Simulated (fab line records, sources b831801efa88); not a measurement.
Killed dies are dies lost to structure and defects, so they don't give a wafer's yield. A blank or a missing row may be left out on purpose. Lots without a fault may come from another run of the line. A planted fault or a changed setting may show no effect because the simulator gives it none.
Problem report in the 8D (eight disciplines) form, filled by code | flow gf180mcu | the parts of the form that need people (team, actions taken, sign-off) are left out

1. THE PROBLEM
rf_fwd_power_W at GF_POLY_GATE_ETCH_12 reads a mean of 295.4 W on 9 wafers of 3 lots; wafers without a fault read 495.6 W with a standard deviation of 1.9. That is -99 or more standard deviations from the usual mean.
The step: etches BARC in N2/H2.
First seen on wafer L813.3, day 12 05:35, on rie_diel-04. The record holds 42 wafers of 14 lots with a number at this step. Rule for "out", or "out of limits": more than 4 standard deviations from the usual mean. The other wafers with a number count as sound.

2. WHAT IT IS AND WHAT IT IS NOT
question                    | is                     | is not
which readings at this step | rf_fwd_power_W         | drypump_motor_current_A, oes_product_au, throttle_valve_pct
which lots                  | L813, L816, L818       | L803, L805, L806, L807, L808, L812, L820, L822, L824, L825, L826
which wafers of those lots  | all that have a number | -
read on which tools         | rie_diel-04            | rie_diel-01, rie_diel-02
when                        | from day 12 05:35      | up to then (18 sound wafers); but 15 sound wafers of L820, L822, L824, L825, L826 came after

3. SUSPECTS, AND WHAT RULES EACH OUT
Counting: a tool at a process step up to the reading stays a suspect if it ran every lot that is out and no sound lot after the first of them.
- rie_diel-04 at GF_POLY_GATE_ETCH_12 (etches BARC in N2/H2): ruled out as a lasting fault. Sound lots L826, L825 ran on it after its first lot that is out, L813 (day 12 05:35).
Left after counting: nothing in the record.

4. THE CAUSE (what the simulator had put in)
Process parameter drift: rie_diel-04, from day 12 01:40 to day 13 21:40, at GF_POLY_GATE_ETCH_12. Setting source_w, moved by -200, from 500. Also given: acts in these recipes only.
Counting ruled it out, wrongly.

5. THE CHAIN OF EFFECTS, in route order
Each row: a reading whose mean over the struck wafers that have a number lies more than 3 standard deviations from the usual. Only readings for which the record gives a usual standard deviation are gone through. hours: the time from each lot's start at the first step in this table that gives one to its start at this step, as a median over the lots. sigmas: the change in usual standard deviations.
hours | step                 | reading        | usual   | on struck wafers | change | sigmas
0     | GF_POLY_GATE_ETCH_12 | rf_fwd_power_W | 495.6 W | 295.4            | -200.2 | -99 or more
The process steps in it:
- GF_POLY_GATE_ETCH_12: etches BARC in N2/H2.

6. WHAT WOULD HAVE CAUGHT IT SOONER
In this record the first reading out of limits was taken at day 12 05:35, 4 hours after the fault began at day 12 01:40.
